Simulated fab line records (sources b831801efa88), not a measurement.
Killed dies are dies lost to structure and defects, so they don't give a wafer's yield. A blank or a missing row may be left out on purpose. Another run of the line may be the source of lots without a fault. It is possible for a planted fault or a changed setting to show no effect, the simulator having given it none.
Split-lot experiment	flow sky130	23 wafers read from 5 lots, route of 708 steps

== THE SPLIT ITSELF ==
At SKY_LDD_HVN_COAT_02 (resist thk 300 nm), the setting resist_thk_nm was moved away from the recipe's 300 nm on 8 of the 23 wafers read, by -4.2% to +3.0%. This setting was run at the recipe's value on the other wafers.

The split's own step is where the reading is taken.

== THE READING ==
NOVOLAK_of_LDD_HVN_COAT_02.thk_nm (the simulator's own value, which no gauge read), in nm, at SKY_LDD_HVN_COAT_02 (resist thk 300 nm). The file does not state a usual value for it. The 15 wafers here that ran the recipe average 300.4 nm, standard deviation 0.65 nm.

wafer	tool, chamber at the split	resist_thk_nm as run, nm	against the recipe	NOVOLAK_of_LDD_HVN_COAT_02.thk_nm, nm	against lot-mates on the recipe
L074.1	litho_track-03, 0	287.4	-4.2%	288.1	-12.8
L074.2	litho_track-03, 0	300	recipe	301.3	-
L074.4	litho_track-03, 0	287.4	-4.2%	289.2	-11.7
L074.5	litho_track-03, 0	300	recipe	300.4	-
L074.6	litho_track-03, 0	287.4	-4.2%	288.3	-12.6
L078.1	litho_track-01, 0	300	recipe	301.2	-
L078.2	litho_track-01, 0	300	recipe	301	-
L078.3	litho_track-01, 0	308.9	+3.0%	310.5	+9.4
L078.5	litho_track-01, 0	308.9	+3.0%	310.4	+9.3
L078.6	litho_track-01, 0	308.9	+3.0%	310	+8.9
L079.1	litho_track-01, 0	300	recipe	300.7	-
L079.4	litho_track-01, 0	300	recipe	300.4	-
L079.5	litho_track-01, 0	300	recipe	300	-
L080.1	litho_track-04, 0	300	recipe	299.9	-
L080.2	litho_track-04, 0	300	recipe	299.5	-
L080.4	litho_track-04, 0	308.6	+2.9%	308.1	+8.6
L080.6	litho_track-04, 0	308.6	+2.9%	308.1	+8.6
L080.5	litho_track-04, 0	300	recipe	299	-
L082.2	litho_track-01, 0	300	recipe	300.6	-
L082.3	litho_track-01, 0	300	recipe	301.3	-
L082.4	litho_track-01, 0	300	recipe	300	-
L082.5	litho_track-01, 0	300	recipe	300.1	-
L082.6	litho_track-01, 0	300	recipe	300.1	-

FIT RESULTS
A straight line over all 23 wafers: NOVOLAK_of_LDD_HVN_COAT_02.thk_nm changes by +2.94 nm for each +1% of resist_thk_nm; r = +0.99; the points scatter about the line by 0.78 nm.
The same after taking each lot's own level away (the mean of its wafers on the recipe; 23 wafers): +2.99 nm for each +1%; r = +1.00; scatter 0.41 nm.
The reading moves by 13 nm for the largest change in resist_thk_nm, on that fit.
The span of the lots' own levels, 299.47 to 301.10 nm, comes to 2.5 times the standard deviation stated above.
Consequently the slope shifts little with the lot-to-lot level, the two slopes agreeing.
Check: with one of the wafers moved furthest among these (-4.2%) left out of the fit, the line predicts -12.4 nm for it against its lot-mates. It came out at -12.8 nm against them.

== THE WHOLE CHAIN: every reading that the file lists as answering this split, in the file's order ==
step	what it does	reading	change (the file's fit)	r (the file's)
SKY_LDD_HVN_COAT_02	resist thk 300 nm	NOVOLAK_of_LDD_HVN_COAT_02.thk_nm (the simulator's own value, which no gauge read)	+3 nm for each +1% of the setting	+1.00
SKY_LDD_HVN_STRIP_09	strips in O2/N2	strip_time_to_endpoint_s	withheld for each +1% of the setting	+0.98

== FILE'S OWN FIT ==
NOVOLAK_of_LDD_HVN_COAT_02.thk_nm changes by +3 nm for each +1% of resist_thk_nm, r = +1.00.
